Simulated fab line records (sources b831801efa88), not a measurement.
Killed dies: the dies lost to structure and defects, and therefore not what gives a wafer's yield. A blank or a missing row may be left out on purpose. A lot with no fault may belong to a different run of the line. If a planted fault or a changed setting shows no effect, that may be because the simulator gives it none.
Which tool did it? ; flow sky130 ; 11 lots, 33 wafers sampled, at 5 steps of a route of 708

WHAT THE GAUGES SHOWED, per wafer
SKY_LI_CONTACT_BOW_MEAS_03.
lot;measured;on;LI_CONTACT_BOW (um)
L502;day 27 13:41;film_metro-02;46 59 47
L504;day 29 11:04;film_metro-01;55 61 49
L506;day 29 12:33;film_metro-02;60 68 60
L514;day 31 20:14;film_metro-01;48 38 42
L516;day 32 17:34;film_metro-04;40 59 51
L517;day 33 02:37;film_metro-01;58 54 45
L518;day 33 10:25;film_metro-04;71 60 61
L519;day 33 17:40;film_metro-01;52 54 54
L520;day 33 19:26;film_metro-04;58 55 67
L521;day 34 14:13;film_metro-01;59 56 55
L524;day 36 13:47;film_metro-02;53 54 48

SKY_LOCAL_INTERCONNECT_RS_MEAS_01: measurement is done with a four-point probe.
lot;measured;on;LOCAL_INTERCONNECT_TIN_RS (ohm/sq)
L502;day 28 19:49;film_metro-01;14.52 14.34 14.33
L504;day 30 15:58;film_metro-03;- - -
L506;day 30 16:49;film_metro-03;- - -
L514;day 33 00:31;film_metro-03;14.10 14.03 14.09
L516;day 33 21:52;film_metro-04;14.17 14.06 14.17
L517;day 34 05:47;film_metro-03;14.10 14.08 13.96
L518;day 34 13:55;film_metro-03;14.25 14.22 14.44
L519;day 34 21:08;film_metro-01;14.35 14.26 14.26
L520;day 34 23:16;film_metro-01;14.04 13.94 14.13
L521;day 35 17:42;film_metro-01;14.03 14.00 14.14
L524;day 37 17:30;film_metro-03;14.29 14.23 14.31

SKY_LOCAL_INTERCONNECT_THK_MEAS_02: measures by xrf.
lot;measured;on;LOCAL_INTERCONNECT_TIN_THK (nm)
L502;day 28 19:55;film_metro-01;97.1 97.9 98.5
L504;day 30 16:05;film_metro-03;<0.0 <0.0 <0.0
L506;day 30 16:55;film_metro-03;<0.0 <0.0 <0.0
L514;day 33 00:37;film_metro-03;98.8 99.5 98.9
L516;day 33 21:58;film_metro-04;100.2 100.5 99.9
L517;day 34 05:54;film_metro-03;99.6 99.8 100.1
L518;day 34 14:02;film_metro-03;98.6 98.5 97.1
L519;day 34 21:15;film_metro-01;98.5 99.4 99.2
L520;day 34 23:22;film_metro-01;100.2 100.8 100.3
L521;day 35 17:49;film_metro-01;100.1 99.5 99.5
L524;day 37 17:36;film_metro-03;98.1 98.5 97.9

WHICH TOOL RAN EACH LOT (tool, then ch and the chambers of the sampled wafers, then the start)
lot;SKY_LI_CONTACT_ETCH_14;SKY_LOCAL_INTERCONNECT_SPUTTER_00
L502;rie_diel-01 ch 0,2,3, day 28 18:33;pvd_sputter-04, day 28 19:43
L504;rie_diel-01 ch 0,3, day 30 14:44;pvd_sputter-04, day 30 15:55
L506;rie_diel-03 ch 1,2, day 30 15:34;pvd_sputter-04, day 30 16:43
L514;rie_diel-03 ch 0,2,3, day 32 23:15;pvd_sputter-04, day 33 00:26
L516;rie_diel-04 ch 1,3, day 33 20:35;pvd_sputter-01, day 33 21:46
L517;rie_diel-01 ch 1,3, day 34 04:16;pvd_sputter-04, day 34 05:43
L518;rie_diel-03 ch 0,1,2, day 34 12:40;pvd_sputter-04, day 34 13:50
L519;rie_diel-04 ch 0,1, day 34 19:53;pvd_sputter-01, day 34 21:04
L520;rie_diel-01 ch 0,1, day 34 21:59;pvd_sputter-04, day 34 23:10
L521;rie_diel-03 ch 0,2,3, day 35 16:28;pvd_sputter-04, day 35 17:38
L524;rie_diel-01 ch 2,3, day 37 16:07;pvd_sputter-01, day 37 17:24
- SKY_LI_CONTACT_ETCH_14: etches BARC in N2/H2, stops on SiO2, time 45.9 s, target depth 60 nm.
- SKY_LOCAL_INTERCONNECT_SPUTTER_00: material TiN, target thk 100 nm, time 83.3 s.

WHAT THE TOOLS THEMSELVES READ (means of the sampled wafers that have a number; where no wafer has one, the mark that the record gives instead)
SKY_LI_CONTACT_ETCH_14.
lot;tool;drypump_motor_current_A (A);oes_product_au (a.u.);throttle_valve_pct (%)
L502;rie_diel-01;5.9;0.856;13.228
L504;rie_diel-01;6.0;0.858;13.230
L506;rie_diel-03;5.4;0.857;13.223
L514;rie_diel-03;5.8;0.854;13.222
L516;rie_diel-04;6.0;0.855;13.232
L517;rie_diel-01;6.0;0.854;13.232
L518;rie_diel-03;5.5;0.854;13.231
L519;rie_diel-04;6.5;0.855;13.226
L520;rie_diel-01;5.7;0.854;13.221
L521;rie_diel-03;5.8;0.857;13.231
L524;rie_diel-01;6.0;0.851;13.228

SKY_LOCAL_INTERCONNECT_SPUTTER_00.
lot;tool;cathode_dc_power_W (W);chamber_pressure_pa (Pa);throttle_valve_pct (%)
L502;pvd_sputter-04;6499.6;0.4001;30.2
L504;pvd_sputter-04;-;-;-
L506;pvd_sputter-04;-;-;-
L514;pvd_sputter-04;6499.7;0.4008;30.0
L516;pvd_sputter-01;6500.7;0.4002;30.8
L517;pvd_sputter-04;6500.6;0.4002;30.7
L518;pvd_sputter-04;6499.9;0.4003;30.9
L519;pvd_sputter-01;6501.3;0.3997;30.8
L520;pvd_sputter-04;6500.8;0.3997;30.3
L521;pvd_sputter-04;6500.8;0.3998;30.4
L524;pvd_sputter-01;6500.9;0.3989;31.0

THE ANSWER, worked out from the rows above alone
Rule: what is usual is taken from the lots themselves. Put in order of their means at a reading, lots are off if they are a third of the lots or fewer, leave a main group of 4 or more, and stand apart from it by a gap of 3 or more times the standard deviation of the main group's means; of several such gaps the widest counts. A main group is skipped when, at the precision printed for the reading in the tables above, its means are all equal. A lot without any number at a reading at which 4 lots or more have one is off too. The other lots that the step has rows for count as sound. After the gauges, taken in route order, come the tools' own readings; for these a lot's mean is taken, as printed above. The first step at which some lot is off is used, and at that step the reading that is off furthest; a lot without a number counts as furthest.
Off: L504, L506, at SKY_LOCAL_INTERCONNECT_RS_MEAS_01 (LOCAL_INTERCONNECT_TIN_RS). Without a number there: L504, L506. The main group has a mean of 14.18 ohm/sq with a standard deviation of 0.13.
If a tool, at a process step before that reading, ran all the lots that are off and no sound lot after the first of them, it fits. The gauges at SKY_LOCAL_INTERCONNECT_RS_MEAS_01 aren't tried: what is off there is off at SKY_LOCAL_INTERCONNECT_SPUTTER_00 too, on other tools, and a gauge's error can't cause that. Not one of the candidates tried fits.

WHAT THE SIMULATOR HAD INSERTED
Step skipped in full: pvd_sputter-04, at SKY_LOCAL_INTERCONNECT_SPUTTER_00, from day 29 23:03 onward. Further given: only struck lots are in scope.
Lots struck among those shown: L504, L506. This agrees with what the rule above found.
